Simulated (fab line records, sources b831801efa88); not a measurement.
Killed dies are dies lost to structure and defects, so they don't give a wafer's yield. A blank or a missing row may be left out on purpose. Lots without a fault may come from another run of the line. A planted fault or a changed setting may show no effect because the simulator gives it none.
A struck lot beside a sound one | flow sky130 | 17 steps out of a route of 708
Sound: wafers L695.2, L695.3, L695.4. Struck: wafers L692.1, L692.3, L692.6. The cause comes at the end.
At each step with rows: each side's tool, then ch and its chambers, then its first start. Under that, the readings that differ: sound wafers | struck wafers | difference of the means | sigmas: that difference in standard deviations of wafers without a fault.
alike: readings whose means differ by less than 2 such deviations, and words and numbers that are the same on both sides. not compared: withheld readings, readings that some wafer has no value for, bounds like >300 that may hide the same value, and numbers for which the record gives no deviation and whose values overlap.
The two part at a step that has a row with sigmas, a row that says differs or no value, or rows on one side only. Numbers that don't overlap but have no deviation are shown without sigmas and don't part them. A reading that every wafer of one side lacks parts them only if that side has two wafers or more.

SKY_LI_CONTACT_CMP_02: polishes PSG.
  sound on cmp-01 ch 0,2,3, day 33 01:59; struck on cmp-02 ch 0,2,3, day 32 14:50
  alike: motor_current_A, time_to_endpoint_s
SKY_LI_CONTACT_BOW_MEAS_03:
  sound on film_metro-02, day 33 02:19; struck on film_metro-01, day 32 15:08
  alike: LI_CONTACT_BOW
then, 8 steps without rows for these wafers: SKY_LI_CONTACT_DEHYDRATE_04 (time 60 s); SKY_LI_CONTACT_HMDS_05 (prime time 60 s); SKY_LI_CONTACT_COAT_06 (resist thk 60 nm); SKY_LI_CONTACT_COAT_07 (resist thk 450 nm); SKY_LI_CONTACT_SOFTBAKE_08 (time 90 s); SKY_LI_CONTACT_EXPOSE_09 (exposes mask LICM1, target cd 170 nm); SKY_LI_CONTACT_PEB_10; SKY_LI_CONTACT_DEVELOP_11 (develop time 60 s).
SKY_LI_CONTACT_CD_MEAS_12: target cd 170 nm.
  sound on cd_sem-02, day 34 05:02; struck on cd_sem-01, day 33 18:21
  alike: cd_nm
SKY_LI_CONTACT_OVL_MEAS_13:
  sound on overlay-02, day 34 05:08; struck on overlay-02, day 33 18:28
  reading             | sound      | struck | difference | sigmas
  LI_CONTACT_OVL (nm) | -11 -5 -11 | 1 3 3  | +11        | +2
SKY_LI_CONTACT_ETCH_14: etches BARC in N2/H2, stops on SiO2, time 45.9 s, target depth 60 nm.
  sound on rie_diel-01 ch 0,2,3, day 34 05:10; struck on rie_diel-03 ch 0,1,2, day 33 18:31
  no value came back on the struck wafers for any of 6 readings (bias_w (W), chamber_pressure_mTorr (mTorr) and others); on the sound wafers bias_w (W) reads 100.02 99.79 100.21
  reading                                           | sound           | struck            | difference | sigmas
  model.KrF-thick_of_LI_CONTACT_COAT_07.thk_nm (nm) | 394.1 396.8 396 | 437.9 437.7 438.4 | +42.4      |
SKY_LI_CONTACT_ETCH_15: etches PSG in C4F8/O2/Ar, stops on Si, target depth 600 nm.
  sound on rie_diel-01 ch 0,2,3, day 34 05:13; struck on rie_diel-03 ch 0,1,2, day 33 18:33
  reading                                           | sound             | struck            | difference | sigmas
  oes_product_au (a.u.)                             | 0.840 0.839 0.838 | 0.370 0.374 0.368 | -0.468     | -99 or more
  model.KrF-thick_of_LI_CONTACT_COAT_07.thk_nm (nm) | 228.4 237.4 240.6 | 278.6 276.7 276.8 | +41.9      |
  alike: bias_w, chamber_pressure_mTorr
SKY_LI_CONTACT_STRIP_16: strips in O2/N2.
  sound on plasma_asher-02 ch 0,1, day 34 05:17; struck on plasma_asher-02 ch 0,1, day 33 18:38
  reading                      | sound             | struck            | difference | sigmas
  oes_product_au (a.u.)        | 0.370 0.376 0.380 | 0.397 0.397 0.395 | +0.021     | +4
  strip_time_to_endpoint_s (s) | 3.47 3.55 3.58    | 3.99 3.98 3.98    | +0.45      | +12
  alike: drypump_motor_current_A
  not compared: rf_hours_counter_h
then, 1 step without rows for these wafers: SKY_LI_CONTACT_CLEAN_17 (cleans in NMP, time 600 s).
-- the record jumps here: 15 days lie between the struck wafers' starts before and after (it left off in module LI_CONTACT and takes up again in module PAD_OPEN, whose first step shown is number 708 of the route) --
SKY_PAD_OPEN_PROBE_99:
  sound on prober-02, day 49 12:20; struck on prober-01, day 49 03:50
  reading            | sound    | struck      | difference | sigmas
  killed_at_contacts | 8 30 15  | 434 440 431 | +417       | +77
  killed_dies        | 81 86 76 | 492 492 492 | +411       | +45
  killed_on_rim      | 8 18 13  | 96 96 96    | +83        | +22
  alike: killed_at_M0_to_M3, killed_at_M4_up, killed_at_front_end, killed_at_other, killed_open, killed_short

WHERE THEY PART
First at SKY_LI_CONTACT_OVL_MEAS_13; last, within this record, at SKY_PAD_OPEN_PROBE_99.

WHY: what the simulator had put in
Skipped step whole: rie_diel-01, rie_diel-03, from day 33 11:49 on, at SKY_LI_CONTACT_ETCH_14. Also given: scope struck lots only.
